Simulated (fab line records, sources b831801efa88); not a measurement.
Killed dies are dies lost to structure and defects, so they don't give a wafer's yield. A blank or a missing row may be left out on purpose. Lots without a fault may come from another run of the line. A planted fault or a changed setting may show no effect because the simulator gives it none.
A struck lot beside a sound one | flow sky130 | 4 steps out of a route of 708
Sound: wafers L675.1, L675.2, L675.5. Struck: wafers L687.2, L687.4, L687.5. The cause comes at the end.
At each step with rows: each side's tool, then ch and its chambers, then its first start. Under that, the readings that differ: sound wafers | struck wafers | difference of the means | sigmas: that difference in standard deviations of wafers without a fault.
alike: readings whose means differ by less than 2 such deviations, and words and numbers that are the same on both sides. not compared: withheld readings, readings that some wafer has no value for, bounds like >300 that may hide the same value, and numbers for which the record gives no deviation and whose values overlap.
The two part at a step that has a row with sigmas, a row that says differs or no value, or rows on one side only. Numbers that don't overlap but have no deviation are shown without sigmas and don't part them. A reading that every wafer of one side lacks parts them only if that side has two wafers or more.

SKY_FIELD_ISO_BOW_MEAS_00:
  sound on film_metro-04, day 2 21:00; struck on film_metro-03, day 5 09:01
  alike: INCOMING_BOW
then, 1 step without rows for these wafers: SKY_FIELD_ISO_OXIDATION_01 (stabilise 600 s, purge 300 s, target thk 12 nm).
SKY_FIELD_ISO_THK_MEAS_02:
  sound on film_metro-02, day 2 22:38; struck on film_metro-02, day 5 10:52
  reading                         | sound             | struck            | difference | sigmas
  FIELD_ISO_OXIDATION_00_THK (nm) | 12.11 12.36 12.47 | 15.36 15.17 15.46 | +3.02      | +13
  not compared: hold
-- the record jumps here: 46 days lie between the struck wafers' starts before and after (it left off in module FIELD_ISO and takes up again in module PAD_OPEN, whose first step shown is number 708 of the route) --
SKY_PAD_OPEN_PROBE_99:
  sound on prober-01, day 48 16:19; struck on prober-01, day 51 00:38
  alike: killed_at_M0_to_M3, killed_at_M4_up, killed_at_contacts, killed_at_front_end, killed_at_other, killed_dies, killed_on_rim, killed_open, killed_short

WHERE THEY PART
Only at SKY_FIELD_ISO_THK_MEAS_02, within this record. Later steps at which nothing parts them and some readings are alike: SKY_PAD_OPEN_PROBE_99.

WHY: what the simulator had put in
Metrology matching offset: film_metro-02, from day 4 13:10 on, at SKY_FIELD_ISO_THK_MEAS_02. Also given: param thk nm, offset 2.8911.
